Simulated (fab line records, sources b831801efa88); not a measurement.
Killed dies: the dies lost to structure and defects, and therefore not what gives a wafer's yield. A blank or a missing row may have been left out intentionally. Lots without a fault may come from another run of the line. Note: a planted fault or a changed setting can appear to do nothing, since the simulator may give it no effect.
fab line records ; flow sky130
record lots=6; wafers=18; last-day=50
route steps=708 shown SD_P@322 RES_XHIGH@332 PAD_OPEN@708
lots that met no fault: from a run of the same line without faults
start-h: start of the lot's first displayed wafer, in hours after the record's first day ; wait-h: how many hours have passed since the lot's step before this one ; " as in the row above ; L1.1+2: several wafers, shown together as one row ; - value missing, or start not given ; * or withheld: withheld ; < > ~ a bound
route shown NAME@n: NAME is a module with steps in the file, n the number in the route of the first one ; usual: mean and standard deviation over wafers with no fault ; same: alike in all rows ; chamber/n: place in a boat ; sites: readings site by site ; _std_site: how widely they spread, as a standard deviation ; _edge_site: outer sites' mean less inner sites' ; radius-mm: how far each site lies from the wafer's centre ; mask NAME#n: copy n ; behind: the last tool/chamber to shape the wafer ; hold: reason for holding the lot/hours on hold/outcome of the hold ; device: whichever transistor did not switch (one of n, p or np) ; end of line: tests run on the same wafers once the route is complete ; a step without rows: its recipe alone ; killed: at the first sort, the dies lost to defects and structure; wafer yield is something else ; map: the dies of a wafer, with x for killed, . for not killed, _ for no die there
set.NAME: setting as actually run; set.NAME@STEP: the setting as run at that earlier step ; model.NAME: the simulator's own value behind a step, which no gauge read
lots at selected steps of the route; one table per step, one row per wafer
services: the hour from which a tool's chamber was out of use, counted from the record's first day as start-h (under 0 if before that day), plus the number of hours and why
## steps
# step SKY_SD_P_COAT_02
# recipe resist=NOVOLAK; spin-rpm=3000; resist-thk-nm=1140
# step SKY_SD_P_SOFTBAKE_03
# recipe temp-c=90; time-s=60; resist=NOVOLAK
# step SKY_SD_P_EXPOSE_04
# recipe mask-id=PSDM; na=0.6; source-shape=conventional; sigma-outer=0.6; polarization=unpolarized; target-cd-nm=380; dose-mj=138
# step SKY_SD_P_PEB_05
# recipe temp-c=withheld; time-s=*; resist=NOVOLAK
# step SKY_SD_P_DEVELOP_06
# recipe resist=NOVOLAK; developer=TMAH; develop-time-s=60; dev-temp-c=23
# step SKY_SD_P_CD_MEAS_07
# recipe target-cd-nm=380
# usual cd-nm=380.1/2.3
lot.wafer;tool;chamber;start-h;wait-h;cd-nm
L718.2;cd-sem-01;-;589.49;0.1;385.9
L718.3;cd-sem-01;-;589.49;0.1;382.1
L718.5;cd-sem-01;-;589.49;0.1;380.9
L720.1;cd-sem-01;-;600.87;0.1;381.8
L720.2;cd-sem-01;-;600.87;0.1;382.7
L720.3;cd-sem-01;-;600.87;0.1;381.3
L728.1;cd-sem-01;-;685.22;0.1;381.4
L728.3;cd-sem-01;-;685.22;0.1;381.8
L728.4;cd-sem-01;-;685.22;0.1;381.6
L730.1;cd-sem-02;-;695.68;0.1;380.8
L730.2;cd-sem-02;-;695.68;0.1;381.1
L730.3;cd-sem-02;-;695.68;0.1;380.7
L732.1;cd-sem-02;-;721.28;0.1;378.3
L732.3;cd-sem-02;-;721.28;0.1;377.4
L732.4;cd-sem-02;-;721.28;0.1;379.3
L740.1;cd-sem-01;-;767.73;0.1;381.2
L740.3;cd-sem-01;-;767.73;0.1;377.0
L740.5;cd-sem-01;-;767.73;0.1;379.4
# step SKY_SD_P_OVL_MEAS_08
# usual SD_P_OVL=1.2/1.3
lot.wafer;tool;chamber;start-h;wait-h;SD_P_OVL[nm]
L718.2;overlay-01;-;589.60;0.1;0.8
L718.3;overlay-01;-;589.60;0.1;0.4
L718.5;overlay-01;-;589.60;0.1;2.0
L720.1;overlay-02;-;600.99;0.1;1.3
L720.2;overlay-02;-;600.99;0.1;1.3
L720.3;overlay-02;-;600.99;0.1;1.2
L728.1;overlay-01;-;685.34;0.1;1.9
L728.3;overlay-01;-;685.34;0.1;2.8
L728.4;overlay-01;-;685.34;0.1;2.9
L730.1;overlay-02;-;706.19;10.5;-0.6
L730.2;overlay-02;-;706.19;10.5;-1.2
L730.3;overlay-02;-;706.19;10.5;-0.3
L732.1;overlay-02;-;721.40;0.1;0.5
L732.3;overlay-02;-;721.40;0.1;0.6
L732.4;overlay-02;-;721.40;0.1;0.3
L740.1;overlay-02;-;767.85;0.1;-0.6
L740.3;overlay-02;-;767.85;0.1;0.4
L740.5;overlay-02;-;767.85;0.1;-0.6
# step SKY_SD_P_IMPLANT_09
# recipe species=BF2; energy-kev=20; dose-cm2=3e+15; tilt-deg=0
# step SKY_SD_P_STRIP_10
# recipe chemistry=O2/N2; power-w=1400; pressure-mtorr=1500; platen-temp-c=withheld; o2-flow-sccm=3000; n2-flow-sccm=300; overash-fraction=0.5
# usual drypump-motor-current-A=5.5/0.57; oes-product-au=0.618/0.0045; strip-time-to-endpoint-s=17.49/0.033
lot.wafer;tool;chamber;start-h;wait-h;drypump-motor-current-A;oes-product-au;rf-hours-counter-h;strip-time-to-endpoint-s
L718.2;plasma-asher-04;0;589.78;0.1;5.6;0.612;74;17.55
L718.3;plasma-asher-04;0;589.78;0.1;5.6;0.628;-;17.48
L718.5;plasma-asher-04;1;589.78;0.1;5.1;0.615;-;17.51
L720.1;plasma-asher-01;0;601.17;0.1;4.9;0.622;93;17.51
L720.2;plasma-asher-01;1;601.17;0.1;5.6;0.613;93;17.51
L720.3;plasma-asher-01;0;601.17;0.1;4.9;0.611;-;17.53
L728.1;plasma-asher-04;1;685.52;0.1;5.2;0.621;84;17.47
L728.3;plasma-asher-04;0;685.52;0.1;5.6;0.615;-;17.50
L728.4;plasma-asher-04;1;685.52;0.1;5.2;0.621;-;17.52
L730.1;plasma-asher-01;1;706.73;0.2;5.7;0.619;103;17.49
L730.2;plasma-asher-01;0;706.73;0.2;4.9;0.619;103;17.49
L730.3;plasma-asher-01;0;706.73;0.2;4.9;0.616;-;17.50
L732.1;plasma-asher-02;0;721.59;0.1;6.8;0.622;25;17.48
L732.3;plasma-asher-02;0;721.59;0.1;6.7;0.617;-;17.48
L732.4;plasma-asher-02;1;721.59;0.1;5.3;0.618;-;17.45
L740.1;plasma-asher-04;1;768.04;0.1;5.2;0.622;93;17.46
L740.3;plasma-asher-04;0;768.04;0.1;5.6;0.616;-;17.46
L740.5;plasma-asher-04;1;768.04;0.1;5.2;0.614;-;17.45
# step SKY_SD_P_TW_MEAS_11
# usual SD_P_TW=2820/30
lot.wafer;tool;chamber;start-h;wait-h;SD_P_TW
L718.2;film-metro-04;-;589.89;0.1;2863
L718.3;film-metro-04;-;589.89;0.1;2875
L718.5;film-metro-04;-;589.89;0.1;2871
L720.1;film-metro-03;-;601.27;0.1;2793
L720.2;film-metro-03;-;601.27;0.1;2796
L720.3;film-metro-03;-;601.27;0.1;2789
L728.1;film-metro-03;-;685.62;0.1;2785
L728.3;film-metro-03;-;685.62;0.1;2806
L728.4;film-metro-03;-;685.62;0.1;2804
L730.1;film-metro-01;-;706.83;0.1;2809
L730.2;film-metro-01;-;706.83;0.1;2810
L730.3;film-metro-01;-;706.83;0.1;2818
L732.1;film-metro-04;-;721.69;0.1;2867
L732.3;film-metro-04;-;721.69;0.1;2868
L732.4;film-metro-04;-;721.69;0.1;2887
L740.1;film-metro-03;-;768.14;0.1;2806
L740.3;film-metro-03;-;768.14;0.1;2812
L740.5;film-metro-03;-;768.14;0.1;2811
# step SKY_RES_XHIGH_DEHYDRATE_00
# recipe temp-c=200; time-s=60
# step SKY_RES_XHIGH_HMDS_01
# recipe prime-time-s=60; prime-temp-c=120
# step SKY_RES_XHIGH_COAT_02
# recipe resist=NOVOLAK; spin-rpm=3000; resist-thk-nm=1140
# usual chill-plate-temp-C=23.00/0.095; dispense-pressure-kPa=47.3/2.5
lot.wafer;tool;chamber;start-h;wait-h;chill-plate-temp-C;dispense-pressure-kPa
L718.2;litho-track-02;0;603.45;0.1;22.99;49.7
L718.3;litho-track-02;0;603.45;0.1;23.08;49.7
L718.5;litho-track-02;0;603.45;0.1;23.08;49.7
L720.1;litho-track-03;0;615.72;0.1;22.96;48.9
L720.2;litho-track-03;0;615.72;0.1;22.95;48.9
L720.3;litho-track-03;0;615.72;0.1;22.94;48.9
L728.1;litho-track-03;-;699.02;0.1;-;-
L728.3;litho-track-03;-;699.02;0.1;-;-
L728.4;litho-track-03;-;699.02;0.1;-;-
L730.1;litho-track-04;-;711.22;0.1;-;-
L730.2;litho-track-04;-;711.22;0.1;-;-
L730.3;litho-track-04;-;711.22;0.1;-;-
L732.1;litho-track-02;0;734.87;0.1;22.93;49.7
L732.3;litho-track-02;0;734.87;0.1;23.04;49.7
L732.4;litho-track-02;0;734.87;0.1;22.97;49.7
L740.1;litho-track-02;0;781.47;0.1;22.92;49.7
L740.3;litho-track-02;0;781.47;0.1;22.92;49.7
L740.5;litho-track-02;0;781.47;0.1;22.92;49.7
# step SKY_RES_XHIGH_SOFTBAKE_03
# recipe temp-c=90; time-s=60; resist=NOVOLAK
# step SKY_PAD_OPEN_PROBE_99
# usual killed_at_M0_to_M3=43/7.2; killed_at_M4_up=3.5/2; killed-at-contacts=24/5.2; killed-at-front-end=15/4.4; killed-at-other=0.2/0.48; killed-dies=85/9.4; killed-on-rim=16/3.7; killed-open=46/7.3; killed-short=39/6.1
# same gross-dies=492; killed-at-back-side=0
lot.wafer;tool;chamber;start-h;wait-h;killed_at_M0_to_M3;killed_at_M4_up;killed-at-contacts;killed-at-front-end;killed-at-other;killed-dies;killed-on-rim;killed-open;killed-short
L718.2;prober-02;-;1081.27;0.1;42;6;30;16;0;94;23;53;39
L718.3;prober-02;-;1081.32;0.2;59;4;17;13;0;93;18;49;44
L718.5;prober-02;-;1081.42;0.2;42;0;25;7;0;74;14;50;24
L720.1;prober-01;-;1097.72;0.1;34;2;31;22;0;89;17;42;47
L720.2;prober-01;-;1097.77;0.1;38;6;18;11;0;73;19;40;33
L720.3;prober-01;-;1097.82;0.2;40;4;20;21;0;85;17;42;43
L728.1;prober-02;-;1136.24;0.1;39;3;25;8;417;492;96;38;37
L728.3;prober-02;-;1136.34;0.2;58;2;22;16;394;492;96;59;38
L728.4;prober-02;-;1136.39;0.2;48;2;18;10;414;492;96;49;29
L730.1;prober-01;-;1148.85;0.1;43;3;24;16;406;492;96;45;41
L730.2;prober-01;-;1148.90;0.1;53;3;17;17;402;492;96;49;41
L730.3;prober-01;-;1148.95;0.2;44;5;29;14;400;492;96;56;36
L732.1;prober-01;-;1163.19;0.1;60;6;22;14;0;102;15;60;42
L732.3;prober-01;-;1163.29;0.2;50;3;21;17;1;92;19;59;33
L732.4;prober-01;-;1163.34;0.2;41;7;18;10;0;76;17;33;42
L740.1;prober-01;-;1197.68;0.1;42;6;22;12;0;82;14;44;38
L740.3;prober-01;-;1197.78;0.2;42;4;21;8;0;75;10;36;39
L740.5;prober-01;-;1197.88;0.2;37;3;24;20;1;85;15;46;39
# killed by level:class
L718.2 VIA2:geometric-particle:open=10 LI_CONTACT:geometric-particle:open=10 CONTACT:geometric-particle:open=10 METAL1:geometric-particle:short=6 VIA1:geometric-particle:open=6 FIELD_ISO:geometric-particle:short=5 VIA3:geometric-particle:short=5 CONTACT:geometric-particle:short=5
L718.3 VIA1:geometric-particle:open=18 VIA3:geometric-particle:short=10 VIA2:geometric-particle:open=10 LOCAL_INTERCONNECT:geometric-particle:short=5 CONTACT:geometric-particle:open=5 METAL1:geometric-particle:short=5 FIELD_ISO:geometric-particle:short=4 FIELD_ISO:geometric-particle:open=4
L718.5 VIA1:geometric-particle:open=18 CONTACT:geometric-particle:open=10 VIA2:geometric-particle:open=6 LI_CONTACT:geometric-particle:open=5 VIA3:geometric-particle:open=5 POLY_GATE:geometric-particle:short=4 CONTACT:geometric-particle:short=4 LI_CONTACT:geometric-particle:short=3
L720.1 CONTACT:geometric-particle:open=12 CONTACT:geometric-particle:short=8 VIA3:geometric-particle:open=8 POLY_GATE:geometric-particle:short=7 VIA1:geometric-particle:open=7 FIELD_ISO:geometric-particle:open=5 LI_CONTACT:geometric-particle:open=5 LOCAL_INTERCONNECT:geometric-particle:short=4
L720.2 VIA1:geometric-particle:open=9 VIA2:geometric-particle:open=7 CONTACT:geometric-particle:open=6 METAL2:geometric-particle:short=6 FIELD_ISO:geometric-particle:open=4 POLY_GATE:geometric-particle:open=4 CONTACT:geometric-particle:short=4 VIA3:geometric-particle:short=4
L720.3 VIA1:geometric-particle:open=9 CONTACT:geometric-particle:open=7 METAL1:geometric-particle:short=6 METAL3:geometric-particle:short=6 FIELD_ISO:geometric-particle:open=5 FIELD_ISO:geometric-particle:short=5 POLY_GATE:geometric-particle:open=5 LOCAL_INTERCONNECT:geometric-particle:short=5
L728.1 RES_XHIGH:area-expose=417 CONTACT:geometric-particle:open=10 VIA3:geometric-particle:open=8 METAL1:geometric-particle:short=5 CONTACT:geometric-particle:short=5 VIA1:geometric-particle:open=5 METAL2:geometric-particle:short=5 LI_CONTACT:geometric-particle:open=4
L728.3 RES_XHIGH:area-expose=394 VIA1:geometric-particle:open=18 CONTACT:geometric-particle:short=6 CONTACT:geometric-particle:open=6 VIA3:geometric-particle:open=6 LI_CONTACT:geometric-particle:open=5 METAL1:geometric-particle:open=5 METAL1:geometric-particle:short=5
L728.4 RES_XHIGH:area-expose=414 VIA1:geometric-particle:open=14 VIA2:geometric-particle:open=8 CONTACT:geometric-particle:open=8 VIA3:geometric-particle:open=7 LOCAL_INTERCONNECT:geometric-particle:short=5 METAL2:geometric-particle:short=5 POLY_GATE:geometric-particle:open=4
L730.1 RES_XHIGH:area-expose=406 VIA3:geometric-particle:open=12 CONTACT:geometric-particle:open=8 METAL2:geometric-particle:short=7 VIA1:geometric-particle:open=7 POLY_GATE:geometric-particle:open=6 CONTACT:geometric-particle:short=6 VIA1:geometric-particle:short=6
L730.2 RES_XHIGH:area-expose=402 VIA1:geometric-particle:open=16 VIA1:geometric-particle:short=8 VIA3:geometric-particle:open=8 CONTACT:geometric-particle:open=7 FIELD_ISO:geometric-particle:short=6 VIA2:geometric-particle:open=6 METAL2:geometric-particle:short=6
L730.3 RES_XHIGH:area-expose=400 VIA1:geometric-particle:open=15 CONTACT:geometric-particle:open=12 LI_CONTACT:geometric-particle:open=6 LOCAL_INTERCONNECT:geometric-particle:short=5 CONTACT:geometric-particle:short=5 VIA1:geometric-particle:short=5 METAL2:geometric-particle:short=5
L732.1 VIA1:geometric-particle:open=17 METAL2:geometric-particle:short=11 CONTACT:geometric-particle:open=10 VIA2:geometric-particle:open=8 VIA3:geometric-particle:open=8 METAL1:geometric-particle:short=6 LI_CONTACT:geometric-particle:open=5 VIA1:geometric-particle:short=5
L732.3 VIA3:geometric-particle:open=13 VIA1:geometric-particle:open=13 CONTACT:geometric-particle:open=7 CONTACT:geometric-particle:short=6 LI_CONTACT:geometric-particle:open=5 VIA2:geometric-particle:open=5 FIELD_ISO:geometric-particle:short=4 METAL2:geometric-particle:open=4
L732.4 VIA1:geometric-particle:open=9 METAL1:geometric-particle:short=7 LI_CONTACT:geometric-particle:open=6 METAL2:geometric-particle:short=6 METAL4:geometric-particle:short=5 LOCAL_INTERCONNECT:geometric-particle:short=4 VIA2:geometric-particle:open=4 VIA3:geometric-particle:open=4
L740.1 VIA1:geometric-particle:open=12 CONTACT:geometric-particle:open=8 METAL2:geometric-particle:short=7 VIA1:geometric-particle:short=6 VIA3:geometric-particle:open=5 LI_CONTACT:geometric-particle:open=5 VIA2:geometric-particle:open=5 METAL4:geometric-particle:short=5
L740.3 VIA1:geometric-particle:open=12 VIA1:geometric-particle:short=11 LI_CONTACT:geometric-particle:open=8 CONTACT:geometric-particle:open=7 FIELD_ISO:geometric-particle:short=4 METAL2:geometric-particle:short=4 METAL1:geometric-particle:short=4 METAL4:geometric-particle:short=4
L740.5 VIA1:geometric-particle:open=15 CONTACT:geometric-particle:open=8 POLY_GATE:geometric-particle:short=7 POLY_GATE:geometric-particle:open=7 LI_CONTACT:geometric-particle:open=7 METAL2:geometric-particle:short=6 CONTACT:geometric-particle:short=4 FIELD_ISO:geometric-particle:short=3
# map L728.1 (x killed, . not)
__________xxxxxxxxxx_________
________xxxxxxxxxxxxxx_______
______xxxxxxxxxxxxxxxxxx_____
_____xxxxxxxxxxxxxxxxxxxx____
____xxxxxxxxxxxxxxxxxxxxxx___
___xxxxxxxxxxxxxxxxxxxxxxxx__
__xxxxxxxxxxxxxxxxxxxxxxxxxx_
_xxxxxxxxxxxxxxxxxxxxxxxxxxxx
_xxxxxxxxxxxxxxxxxxxxxxxxxxxx
_xxxxxxxxxxxxxxxxxxxxxxxxxxxx
_xxxxxxxxxxxxxxxxxxxxxxxxxxxx
_xxxxxxxxxxxxxxxxxxxxxxxxxxxx
_xxxxxxxxxxxxxxxxxxxxxxxxxxxx
_xxxxxxxxxxxxxxxxxxxxxxxxxxxx
_xxxxxxxxxxxxxxxxxxxxxxxxxxxx
__xxxxxxxxxxxxxxxxxxxxxxxxxx_
___xxxxxxxxxxxxxxxxxxxxxxxx__
____xxxxxxxxxxxxxxxxxxxxxx___
_____xxxxxxxxxxxxxxxxxxxx____
______xxxxxxxxxxxxxxxxxx_____
________xxxxxxxxxxxxxx_______
__________xxxxxxxxxx_________
# map L730.1 (x killed, . not)
__________xxxxxxxxxx_________
________xxxxxxxxxxxxxx_______
______xxxxxxxxxxxxxxxxxx_____
_____xxxxxxxxxxxxxxxxxxxx____
____xxxxxxxxxxxxxxxxxxxxxx___
___xxxxxxxxxxxxxxxxxxxxxxxx__
__xxxxxxxxxxxxxxxxxxxxxxxxxx_
_xxxxxxxxxxxxxxxxxxxxxxxxxxxx
_xxxxxxxxxxxxxxxxxxxxxxxxxxxx
_xxxxxxxxxxxxxxxxxxxxxxxxxxxx
_xxxxxxxxxxxxxxxxxxxxxxxxxxxx
_xxxxxxxxxxxxxxxxxxxxxxxxxxxx
_xxxxxxxxxxxxxxxxxxxxxxxxxxxx
_xxxxxxxxxxxxxxxxxxxxxxxxxxxx
_xxxxxxxxxxxxxxxxxxxxxxxxxxxx
__xxxxxxxxxxxxxxxxxxxxxxxxxx_
___xxxxxxxxxxxxxxxxxxxxxxxx__
____xxxxxxxxxxxxxxxxxxxxxx___
_____xxxxxxxxxxxxxxxxxxxx____
______xxxxxxxxxxxxxxxxxx_____
________xxxxxxxxxxxxxx_______
__________xxxxxxxxxx_________
## services
tool;chamber;start-h;hours;kind
plasma-asher-02;-;581.61;2.8;pm
plasma-asher-02;-;592.81;21.6;repair
plasma-asher-02;-;636.50;14.6;pm
plasma-asher-01;-;656.32;3.0;repair
litho-track-04;-;679.15;-;consumable-replace:filter
plasma-asher-01;-;733.02;1.4;repair
plasma-asher-01;-;734.38;9.0;pm
plasma-asher-01;0;734.38;9.0;vent-cycle
plasma-asher-01;1;734.38;9.0;vent-cycle
plasma-asher-01;0;743.38;-;clean
plasma-asher-01;1;743.38;-;clean
## key
first-sign step=SKY_RES_XHIGH_COAT_02; reading=tool-record; direction=missing
effect step=SKY_PAD_OPEN_PROBE_99; reading=killed-at-other; direction=up; sigmas=99+; usual=0.2; struck=405.5
more-kills-born-at SKY_RES_XHIGH_EXPOSE_04@iline-stepper-01=2433
met-at SKY_RES_XHIGH_COAT_02
struck-wafers L728.1,L728.3,L728.4,L730.1,L730.2,L730.3
tester-left-out L728,L730
onset-between 615.72 699.02
fault kind=skipped-step-whole; tool=litho-track-03,litho-track-04; chamber=-; onset-h=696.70; steps=SKY_RES_XHIGH_COAT_02; scope=struck-lots-only
# tester-left-out: of these lots the tester's yield and bins aren't shown, on N5 and GAA mostly nor the transistor test; their killed dies are dies lost to structure and defects alone, not to doping, threshold or leakage, so they don't give the yield
